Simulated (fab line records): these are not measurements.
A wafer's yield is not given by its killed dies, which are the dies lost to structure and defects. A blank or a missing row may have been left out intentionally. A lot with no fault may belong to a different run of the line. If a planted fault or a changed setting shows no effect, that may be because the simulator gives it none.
fab line records    flow sky130
[record] lots = 7  wafers = 21  last_day = 49
route steps=708 shown VIA2@523 METAL3@532 PAD_OPEN@708
lots that met no fault: taken from a fault-free run of the same line
start_h: hours from the record's first day to the start of the lot's first wafer shown    wait_h: time in hours since the lot's previous step    " the same as in the row above    L1.1+2: a row that stands for several wafers    - value missing, or start not given    * or withheld: withheld    < > ~ a bound
route shown NAME@n: a module of which the file shows steps, and the number in the route of the first    usual: mean/standard deviation taken from wafers without a fault    same: alike in all rows    chamber/n: place in a boat    sites: per-site readings    _std_site: standard deviation of those values    _edge_site: inner sites' mean taken away from outer sites' mean    radius_mm: for every site, how far away it sits from the centre of the wafer    mask NAME#n: copy n    behind: the last tool/chamber to shape the wafer    hold: reason for holding the lot/hours on hold/outcome of the hold    device: which transistor (n, p or np) failed to switch    end of line: tests of these same wafers at the route's end    a step given without rows: its recipe and nothing more    killed: dies lost to structure and defects at the first sort, not the wafer's yield    map: a wafer's dies, x killed, . not, _ none there
set.NAME: the run value of the setting; set.NAME@STEP: its run value at that earlier step    model.NAME: the simulator's own value behind a step, which no gauge read
certain route steps with their lots: each step a table, each wafer a row
services: when a tool's chamber went out of use (start_h, in hours from the record's first day, below 0 if earlier), for how many hours, and the reason
[[steps]]
[step SKY_VIA2_STRIP_16]
[recipe] chemistry = O2/N2  power_w = 1400  pressure_mtorr = 1500  platen_temp_c = withheld  o2_flow_sccm = 3000  n2_flow_sccm = 300  overash_fraction = 0.5
[usual] drypump_motor_current_A = 5.3/0.42  oes_product_au = 0.399/0.0043  strip_time_to_endpoint_s = 4.050/0.028
lot.wafer  tool             chamber  start_h  wait_h  drypump_motor_current_A  oes_product_au  rf_hours_counter_h  strip_time_to_endpoint_s
L239.4     plasma_asher-04  1        846.46   0.1     4.7                      0.395           -                   4.076
L239.5     "                0        "        "       5.2                      0.405           -                   4.031
L239.6     "                1        "        "       4.7                      0.400           -                   4.028
L240.1     plasma_asher-01  0        857.27   0.0     5.4                      0.401           11                  4.041
L240.2     "                1        "        "       6.0                      0.402           11                  4.079
L240.6     "                1        "        "       6.0                      0.397           -                   4.085
L243.4     plasma_asher-04  0        881.91   0.0     5.2                      0.398           -                   4.053
L243.5     "                1        "        "       4.7                      0.393           -                   4.050
L243.6     "                0        "        "       5.2                      0.388           -                   4.045
L244.3     plasma_asher-04  0        891.16   0.1     5.2                      0.396           -                   4.076
L244.4     "                1        "        "       4.7                      0.393           -                   4.084
L244.5     "                1        "        "       4.7                      0.395           -                   4.071
L245.3     plasma_asher-04  0        902.01   0.1     5.2                      0.396           -                   4.063
L245.4     "                1        "        "       4.7                      0.404           -                   4.046
L245.6     "                0        "        "       5.2                      0.396           -                   4.069
L257.2     plasma_asher-04  0        987.67   0.0     5.2                      0.396           87                  4.053
L257.5     "                1        "        "       4.7                      0.402           -                   4.057
L257.6     "                0        "        "       5.2                      0.400           -                   4.085
L259.1     plasma_asher-04  1        995.80   0.0     4.7                      0.403           87                  4.057
L259.3     "                0        "        "       5.2                      0.394           -                   4.072
L259.6     "                0        "        "       5.2                      0.400           -                   4.050
[step SKY_VIA2_STRIP_17]
[recipe] chemistry = post_etch_residue_remover  time_s = 1200  temp_c = 72.5
[step SKY_VIA2_CLEAN_18]
[recipe] chemistry = IPA  time_s = 180  temp_c = 25
[step SKY_VIA2_CLEAN_19]
[recipe] chemistry = O3/DIW  dry = n2_spin
[step SKY_VIA2_SPUTTER_20]
[recipe] material = TiN  target_thk_nm = 20  chamber_pressure_pa = 5  power_w = 4000  time_s = 80
[step SKY_VIA2_CVD_21]
[recipe] material = W  target_thk_nm = 420  time_s = 126.4  temp_c = 400  pressure_torr = 40
[step SKY_VIA2_RS_MEAS_22]
[recipe] thk_meas_gauge = four-point-probe  reads = W_of_VIA2_CVD_21+TiN_of_VIA2_SPUTTER_20
[usual] VIA2_W_RS = 0.2730/0.0027
lot.wafer  tool           chamber  start_h  wait_h  VIA2_W_RS[ohm/sq]
L239.4     film_metro-04  -        847.27   0.1     0.2696
L239.5     "              -        "        "       0.2719
L239.6     "              -        "        "       0.2709
L240.1     film_metro-04  -        858.07   0.1     0.2722
L240.2     "              -        "        "       0.2722
L240.6     "              -        "        "       0.2725
L243.4     film_metro-03  -        882.72   0.1     0.2739
L243.5     "              -        "        "       0.2758
L243.6     "              -        "        "       0.2738
L244.3     film_metro-04  -        892.05   0.1     0.2716
L244.4     "              -        "        "       0.2715
L244.5     "              -        "        "       0.2740
L245.3     film_metro-04  -        902.84   0.1     0.2745
L245.4     "              -        "        "       0.2743
L245.6     "              -        "        "       0.2737
L257.2     film_metro-01  -        988.48   0.1     0.2741
L257.5     "              -        "        "       0.2749
L257.6     "              -        "        "       0.2791
L259.1     film_metro-04  -        996.59   0.1     0.2731
L259.3     "              -        "        "       0.2749
L259.6     "              -        "        "       0.2747
[step SKY_VIA2_THK_MEAS_23]
[recipe] thk_meas_gauge = xrf  reads = W_of_VIA2_CVD_21
[usual] VIA2_W_THK = 421/7.5
lot.wafer  tool           chamber  start_h  wait_h  VIA2_W_THK[nm]
L239.4     film_metro-04  -        847.36   0.1     422
L239.5     "              -        "        "       422
L239.6     "              -        "        "       420
L240.1     film_metro-04  -        858.19   0.1     419
L240.2     "              -        "        "       418
L240.6     "              -        "        "       418
L243.4     film_metro-03  -        882.81   0.1     429
L243.5     "              -        "        "       424
L243.6     "              -        "        "       429
L244.3     film_metro-04  -        892.15   0.1     421
L244.4     "              -        "        "       420
L244.5     "              -        "        "       416
L245.3     film_metro-04  -        902.94   0.1     416
L245.4     "              -        "        "       416
L245.6     "              -        "        "       416
L257.2     film_metro-01  -        988.59   0.1     426
L257.5     "              -        "        "       425
L257.6     "              -        "        "       420
L259.1     film_metro-04  -        996.71   0.1     415
L259.3     "              -        "        "       414
L259.6     "              -        "        "       415
[step SKY_VIA2_CMP_24]
[recipe] stop_on = SiO2  t_overpolish_s = 20  down_force_psi = 3.5  platen_rpm = 60  target_thk_nm = 0  pad_velocity_m_s = 0.94248
[usual] motor_current_A = 11.2/1.6  overpolish_run_s = 19.999/0.0085  time_to_endpoint_s = 100/4
lot.wafer  tool    chamber  start_h  wait_h  motor_current_A  overpolish_run_s  time_to_endpoint_s
L239.4     cmp-02  1        847.44   0.1     13.2             19.995            102
L239.5     "       0        "        "       13.6             20.009            102
L239.6     "       1        "        "       13.3             19.999            104
L240.2     cmp-02  1        858.35   0.1     14.0             20.011            99
L240.1     "       2        "        "       10.5             20.001            99
L240.6     "       0        "        "       14.6             20.001            100
L243.4     cmp-02  2        882.99   0.2     10.2             19.997            99
L243.6     "       3        "        "       9.5              20.011            95
L243.5     "       0        "        "       13.0             20.010            98
L244.4     cmp-01  2        892.19   0.0     11.2             19.998            103
L244.3     "       3        "        "       10.8             20.002            107
L244.5     "       2        "        "       11.7             19.980            102
L245.3     cmp-01  1        902.98   0.0     8.8              20.010            106
L245.4     "       2        "        "       11.1             20.011            102
L245.6     "       2        "        "       11.6             19.995            100
L257.2     cmp-01  2        988.64   0.0     11.5             19.989            95
L257.5     "       2        "        "       10.7             19.994            94
L257.6     "       3        "        "       10.6             20.016            98
L259.1     cmp-01  0        996.77   0.1     10.7             20.005            90
L259.3     "       3        "        "       11.2             19.995            99
L259.6     "       0        "        "       11.3             19.996            93
[step SKY_METAL3_SPUTTER_00]
[recipe] material = Ti  target_thk_nm = 15  power_w = 3000  time_s = 10  chamber_pressure_pa = 0.4
[usual] chamber_pressure_pa = 0.4000/0.00076  throttle_valve_pct = 30.3/0.9
lot.wafer  tool            chamber  start_h  wait_h  chamber_pressure_pa  throttle_valve_pct
L239.4     pvd_sputter-03  -        847.69   0.2     0.3993               29.3
L239.5     "               -        "        "       0.3984               29.3
L239.6     "               -        "        "       0.4006               30.2
L240.1     pvd_sputter-02  -        858.55   0.1     0.3991               29.9
L240.2     "               -        "        "       0.3986               31.2
L240.6     "               -        "        "       0.3992               30.1
L243.4     pvd_sputter-02  -        883.14   0.1     0.4009               30.2
L243.5     "               -        "        "       0.4001               30.2
L243.6     "               -        "        "       0.4006               30.9
L244.3     pvd_sputter-02  -        892.49   0.2     0.4000               30.1
L244.4     "               -        "        "       0.4005               30.2
L244.5     "               -        "        "       0.4004               29.9
L245.3     pvd_sputter-02  -        903.28   0.2     0.3994               30.4
L245.4     "               -        "        "       0.3997               31.0
L245.6     "               -        "        "       0.4001               31.1
L257.2     pvd_sputter-02  -        988.94   0.2     0.4003               30.8
L257.5     "               -        "        "       0.4003               31.2
L257.6     "               -        "        "       0.4002               29.9
L259.1     pvd_sputter-03  -        997.07   0.2     0.3996               30.2
L259.3     "               -        "        "       0.4001               31.3
L259.6     "               -        "        "       0.3998               29.4
[step SKY_METAL3_SPUTTER_01]
[recipe] material = TiN  target_thk_nm = 20  power_w = 6500  time_s = 16.7  chamber_pressure_pa = 0.4
[usual] chamber_pressure_pa = 0.4001/0.00078  throttle_valve_pct = 30.3/0.89
lot.wafer  tool            chamber  start_h  wait_h  chamber_pressure_pa  throttle_valve_pct
L239.4     pvd_sputter-03  -        847.71   0.0     0.3994               29.4
L239.5     "               -        "        "       0.4010               29.4
L239.6     "               -        "        "       0.4007               29.8
L240.1     pvd_sputter-02  -        858.57   0.0     0.4003               29.9
L240.2     "               -        "        "       0.4010               31.3
L240.6     "               -        "        "       0.3999               30.3
L243.4     pvd_sputter-02  -        883.16   0.0     0.3990               30.1
L243.5     "               -        "        "       0.4007               30.0
L243.6     "               -        "        "       0.3995               31.2
L244.3     pvd_sputter-02  -        892.51   0.0     0.4002               30.3
L244.4     "               -        "        "       0.4001               29.9
L244.5     "               -        "        "       0.3990               30.2
L245.3     pvd_sputter-02  -        903.30   0.0     0.3994               30.2
L245.4     "               -        "        "       0.4006               30.9
L245.6     "               -        "        "       0.3993               31.0
L257.2     pvd_sputter-02  -        988.96   0.0     0.3995               30.8
L257.5     "               -        "        "       0.4003               31.3
L257.6     "               -        "        "       0.3993               29.9
L259.1     pvd_sputter-03  -        997.09   0.0     0.3994               29.8
L259.3     "               -        "        "       0.3997               31.2
L259.6     "               -        "        "       0.4000               29.4
[step SKY_METAL3_SPUTTER_02]
[recipe] material = AlCu  target_thk_nm = 735  power_w = 10600  time_s = 39.1  chamber_pressure_pa = 0.4
[step SKY_METAL3_SPUTTER_03]
[recipe] material = Ti  target_thk_nm = 5  power_w = 3000  time_s = 3.3  chamber_pressure_pa = 0.4
[usual] chamber_pressure_pa = 0.3999/0.00084  throttle_valve_pct = 30.3/0.88
lot.wafer  tool            chamber  start_h  wait_h  chamber_pressure_pa  throttle_valve_pct
L239.4     pvd_sputter-03  -        847.77   0.0     0.4001               29.4
L239.5     "               -        "        "       0.3987               29.4
L239.6     "               -        "        "       0.3999               29.6
L240.1     pvd_sputter-02  -        858.63   0.0     0.4010               30.1
L240.2     "               -        "        "       0.3998               31.2
L240.6     "               -        "        "       0.3997               30.2
L243.4     pvd_sputter-02  -        883.22   0.0     0.4831               27.5
L243.5     "               -        "        "       0.4839               27.4
L243.6     "               -        "        "       0.4839               27.8
L244.3     pvd_sputter-02  -        892.57   0.0     0.4828               27.3
L244.4     "               -        "        "       0.4848               27.4
L244.5     "               -        "        "       0.4832               27.4
L245.3     pvd_sputter-02  -        903.36   0.0     0.4836               27.6
L245.4     "               -        "        "       0.4838               28.0
L245.6     "               -        "        "       0.4841               28.1
L257.2     pvd_sputter-02  -        989.02   0.0     0.4004               31.0
L257.5     "               -        "        "       0.4011               31.1
L257.6     "               -        "        "       0.4000               29.9
L259.1     pvd_sputter-03  -        997.15   0.0     0.4018               30.2
L259.3     "               -        "        "       0.3993               31.7
L259.6     "               -        "        "       0.4007               29.4
[step SKY_METAL3_SPUTTER_04]
[recipe] material = TiN  target_thk_nm = 70  power_w = 6500  time_s = 58.3  chamber_pressure_pa = 0.4
[usual] chamber_pressure_pa = 0.4000/0.00087  throttle_valve_pct = 30.3/0.87
lot.wafer  tool            chamber  start_h  wait_h  chamber_pressure_pa  throttle_valve_pct
L239.4     pvd_sputter-03  -        847.79   0.0     0.3997               29.2
L239.5     "               -        "        "       0.3996               29.1
L239.6     "               -        "        "       0.4004               30.1
L240.1     pvd_sputter-02  -        858.65   0.0     0.4007               30.1
L240.2     "               -        "        "       0.3994               31.1
L240.6     "               -        "        "       0.3999               30.1
L243.4     pvd_sputter-02  -        883.24   0.0     0.3994               30.2
L243.5     "               -        "        "       0.4000               30.0
L243.6     "               -        "        "       0.4003               30.9
L244.3     pvd_sputter-02  -        892.59   0.0     0.3993               30.1
L244.4     "               -        "        "       0.4020               30.2
L244.5     "               -        "        "       0.4004               30.1
L245.3     pvd_sputter-02  -        903.38   0.0     0.4012               30.0
L245.4     "               -        "        "       0.3998               30.5
L245.6     "               -        "        "       0.4005               31.0
L257.2     pvd_sputter-02  -        989.04   0.0     0.3999               31.0
L257.5     "               -        "        "       0.3996               31.1
L257.6     "               -        "        "       0.4006               29.9
L259.1     pvd_sputter-03  -        997.17   0.0     0.4008               29.8
L259.3     "               -        "        "       0.4004               31.3
L259.6     "               -        "        "       0.4005               29.5
[step SKY_PAD_OPEN_PROBE_99]
[usual] defect_limited_yield = 82.5/1.8  killed_at_M0_to_M3 = 42/6.6  killed_at_M4_up = 3.0/1.8  killed_at_contacts = 25/5.1  killed_at_front_end = 15/4.4  killed_at_other = 0.3/0.56  killed_dies = 86/8.6  killed_open = 47/6.9  killed_short = 38/6  sort_bin_3_pad_short = 0.8/0.42  sort_bin_5_function = 10.6/1.5  sort_bin_6_memory = 6.1/1.1  sort_n_pass = 406/8.6  sort_yield_pct = 82.5/1.8
[same] gross_dies = 492  killed_at_back_side = 0  sort_bin_4_leakage[%] = 0  sort_bin_8_speed[%] = 0
lot.wafer  tool       chamber  start_h  wait_h  defect_limited_yield[%]  killed_at_M0_to_M3  killed_at_M4_up  killed_at_contacts  killed_at_front_end  killed_at_other  killed_dies  killed_open  killed_short  sort_bin_3_pad_short[%]  sort_bin_5_function[%]  sort_bin_6_memory[%]  sort_n_pass  sort_yield_pct[%]
L240.1     prober-01  -        1081.23  0.1     81.5                     47                  4                28                  12                   0                91           51           40            0                        10.8                    7.7                   401          81.5
L240.2     prober-01  -        1081.28  0.1     79.5                     55                  1                25                  19                   1                101          54           47            0.4                      13.2                    6.9                   391          79.5
L240.6     prober-01  -        1081.48  0.2     82.3                     51                  1                19                  16                   0                87           49           38            1.0                      10.6                    6.1                   405          82.3
L243.4     prober-02  -        1100.68  0.2     80.9                     46                  6                22                  20                   0                94           47           47            2.0                      10.6                    6.5                   398          80.9
L243.5     prober-02  -        1100.73  0.2     81.1                     48                  2                28                  15                   0                93           47           46            1.0                      11.4                    6.5                   399          81.1
L243.6     prober-02  -        1100.78  0.2     83.9                     32                  2                19                  26                   0                79           35           44            0.8                      8.5                     6.7                   413          83.9
L244.3     prober-01  -        1107.28  0.2     80.3                     51                  6                17                  23                   0                97           56           41            1.2                      11.4                    7.1                   395          80.3
L244.4     prober-01  -        1107.33  0.2     81.5                     45                  4                20                  22                   0                91           54           37            0.4                      12.0                    6.1                   401          81.5
L244.5     prober-01  -        1107.38  0.2     83.5                     42                  0                24                  15                   0                81           49           32            0.6                      9.6                     6.3                   411          83.5
L245.3     prober-02  -        1117.63  0.2     82.1                     39                  5                30                  14                   0                88           48           40            0.4                      11.6                    5.9                   404          82.1
L245.4     prober-02  -        1117.68  0.2     80.3                     51                  1                29                  16                   0                97           60           37            0.6                      11.4                    7.7                   395          80.3
L245.6     prober-02  -        1117.78  0.2     83.1                     41                  5                21                  16                   0                83           43           40            1.2                      10.0                    5.7                   409          83.1
L257.2     prober-02  -        1181.92  0.1     82.9                     36                  6                19                  23                   0                84           47           36            0.4                      8.3                     8.3                   408          82.9
L257.5     prober-02  -        1182.07  0.2     84.6                     35                  1                27                  13                   0                76           36           40            1.2                      8.1                     6.1                   416          84.6
L257.6     prober-02  -        1182.12  0.2     82.3                     48                  3                23                  12                   1                87           40           47            0.8                      10.8                    6.1                   405          82.3
L259.1     prober-02  -        1187.59  0.1     84.3                     31                  4                29                  13                   0                77           43           34            0.6                      11.2                    3.9                   415          84.3
L259.3     prober-02  -        1187.69  0.2     81.9                     36                  1                38                  14                   0                89           54           35            1.2                      11.8                    5.1                   403          81.9
L259.6     prober-02  -        1187.84  0.2     82.3                     40                  2                29                  16                   0                87           55           32            0.8                      10.4                    6.5                   405          82.3
// killed by level:class
L240.1 VIA2:geometric_particle:open=12 LI_CONTACT:geometric_particle:open=9 METAL2:geometric_particle:short=8 CONTACT:geometric_particle:open=7 VIA1:geometric_particle:open=6 VIA3:geometric_particle:open=6 POLY_GATE:geometric_particle:short=5 POLY_GATE:geometric_particle:open=5
L240.2 VIA1:geometric_particle:open=16 VIA2:geometric_particle:open=13 CONTACT:geometric_particle:short=10 VIA3:geometric_particle:open=8 POLY_GATE:geometric_particle:short=7 CONTACT:geometric_particle:open=6 FIELD_ISO:geometric_particle:short=4 VIA1:geometric_particle:short=4
L240.6 VIA1:geometric_particle:open=11 VIA2:geometric_particle:open=9 CONTACT:geometric_particle:open=7 VIA3:geometric_particle:open=7 METAL2:geometric_particle:short=6 LI_CONTACT:geometric_particle:open=5 CONTACT:geometric_particle:short=5 METAL1:geometric_particle:short=4
L243.4 CONTACT:geometric_particle:open=10 METAL1:geometric_particle:short=7 VIA3:geometric_particle:open=7 VIA1:geometric_particle:open=6 LI_CONTACT:geometric_particle:open=5 VIA2:geometric_particle:open=5 METAL2:geometric_particle:short=5 METAL3:geometric_particle:short=5
L243.5 LI_CONTACT:geometric_particle:open=9 VIA1:geometric_particle:open=9 METAL2:geometric_particle:short=8 CONTACT:geometric_particle:open=7 METAL1:geometric_particle:short=7 VIA3:geometric_particle:open=6 POLY_GATE:geometric_particle:short=5 CONTACT:geometric_particle:short=5
L243.6 VIA3:geometric_particle:open=9 CONTACT:geometric_particle:open=8 FIELD_ISO:geometric_particle:short=6 FIELD_ISO:geometric_particle:open=5 POLY_GATE:geometric_particle:open=5 METAL1:geometric_particle:short=5 VIA1:geometric_particle:short=5 POLY_GATE:geometric_particle:short=4
L244.3 VIA1:geometric_particle:open=10 VIA2:geometric_particle:open=9 VIA3:geometric_particle:open=9 CONTACT:geometric_particle:open=6 METAL2:geometric_particle:short=6 METAL4:geometric_particle:short=5 FIELD_ISO:geometric_particle:open=4 POLY_GATE:geometric_particle:open=4
L244.4 VIA1:geometric_particle:open=17 VIA1:geometric_particle:short=8 CONTACT:geometric_particle:open=6 FIELD_ISO:geometric_particle:open=5 VIA3:geometric_particle:open=5 LI_CONTACT:geometric_particle:open=5 POLY_GATE:geometric_particle:open=4 METAL1:geometric_particle:open=4
L244.5 LI_CONTACT:geometric_particle:open=11 VIA1:geometric_particle:open=10 CONTACT:geometric_particle:open=8 METAL2:geometric_particle:short=8 VIA2:geometric_particle:open=6 METAL1:geometric_particle:short=6 VIA1:geometric_particle:short=5 FIELD_ISO:geometric_particle:open=4
L245.3 VIA1:geometric_particle:open=13 LI_CONTACT:geometric_particle:open=12 CONTACT:geometric_particle:open=9 FIELD_ISO:geometric_particle:short=5 METAL2:geometric_particle:short=5 METAL4:geometric_particle:short=5 FIELD_ISO:geometric_particle:open=4 VIA3:geometric_particle:short=4
L245.4 VIA1:geometric_particle:open=13 LI_CONTACT:geometric_particle:open=9 VIA2:geometric_particle:open=9 VIA3:geometric_particle:open=8 CONTACT:geometric_particle:short=7 CONTACT:geometric_particle:open=6 METAL2:geometric_particle:short=5 FIELD_ISO:geometric_particle:short=4
L245.6 CONTACT:geometric_particle:open=12 VIA2:geometric_particle:open=7 VIA1:geometric_particle:short=6 VIA1:geometric_particle:open=6 POLY_GATE:geometric_particle:short=5 CONTACT:geometric_particle:short=5 FIELD_ISO:geometric_particle:short=4 LI_CONTACT:geometric_particle:open=4
L257.2 VIA1:geometric_particle:open=11 FIELD_ISO:geometric_particle:open=8 CONTACT:geometric_particle:open=7 POLY_GATE:geometric_particle:short=5 METAL1:geometric_particle:short=5 VIA2:geometric_particle:open=5 VIA3:geometric_particle:open=5 LI_CONTACT:geometric_particle:open=4
L257.5 CONTACT:geometric_particle:open=11 LI_CONTACT:geometric_particle:open=8 METAL1:geometric_particle:short=7 VIA1:geometric_particle:open=7 METAL2:geometric_particle:short=5 CONTACT:geometric_particle:short=5 VIA1:geometric_particle:short=5 FIELD_ISO:geometric_particle:short=4
L257.6 METAL2:geometric_particle:short=10 CONTACT:geometric_particle:open=9 METAL1:geometric_particle:short=8 VIA2:geometric_particle:open=7 VIA1:geometric_particle:open=7 LOCAL_INTERCONNECT:geometric_particle:short=5 VIA1:geometric_particle:short=5 METAL3:geometric_particle:short=5
L259.1 CONTACT:geometric_particle:open=12 VIA1:geometric_particle:open=8 LI_CONTACT:geometric_particle:open=7 VIA1:geometric_particle:short=6 LOCAL_INTERCONNECT:geometric_particle:short=5 FIELD_ISO:geometric_particle:open=4 VIA2:geometric_particle:short=4 FIELD_ISO:geometric_particle:short=3
L259.3 CONTACT:geometric_particle:open=15 LI_CONTACT:geometric_particle:open=11 VIA1:geometric_particle:open=9 METAL1:geometric_particle:short=8 VIA2:geometric_particle:open=7 LOCAL_INTERCONNECT:geometric_particle:short=6 POLY_GATE:geometric_particle:open=4 LI_CONTACT:geometric_particle:short=4
L259.6 CONTACT:geometric_particle:open=11 VIA3:geometric_particle:open=9 VIA1:geometric_particle:open=7 FIELD_ISO:geometric_particle:open=6 LI_CONTACT:geometric_particle:open=6 VIA1:geometric_particle:short=5 POLY_GATE:geometric_particle:open=4 CONTACT:geometric_particle:short=4
[[services]]
tool             chamber  start_h  hours  kind
cmp-01           -        836.99   4.8    pm
pvd_sputter-03   -        856.92   1.0    repair
plasma_asher-04  -        897.69   3.1    repair
cmp-01           -        898.71   1.2    repair
pvd_sputter-02   -        906.10   0.5    repair
cmp-01           -        912.20   4.0    pm
plasma_asher-01  -        915.56   1.0    repair
pvd_sputter-03   -        916.19   1.5    repair
cmp-01           -        916.20   -      consumable_replace:conditioner
cmp-01           -        916.20   -      consumable_replace:pad
cmp-02           -        916.20   6.6    pm
cmp-01           -        923.05   3.1    repair
cmp-01           -        962.90   0.2    repair
cmp-01           -        985.25   2.0    repair
cmp-02           -        988.66   7.7    pm
[[key]]
[first_sign] step = SKY_METAL3_SPUTTER_03  reading = chamber_pressure_pa  direction = up  sigmas = 99+  usual = 0.3999  struck = 0.4837
[effect] step = SKY_METAL3_SPUTTER_03  reading = throttle_valve_pct  direction = down  sigmas = 3  usual = 30.3  struck = 27.6
met_at SKY_METAL3_SPUTTER_03
struck_wafers L243.4,L243.5,L243.6,L244.3,L244.4,L244.5,L245.3,L245.4,L245.6
onset_between 858.63 883.22
[fault] kind = process_parameter_drift  tool = pvd_sputter-02  chamber = -  onset_h = 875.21  steps = SKY_METAL3_SPUTTER_03  channel = chamber_pressure_pa  offset = 0.084026  shape = step  end_h = 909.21  acts_in = these_recipes_only  stated = 0.4
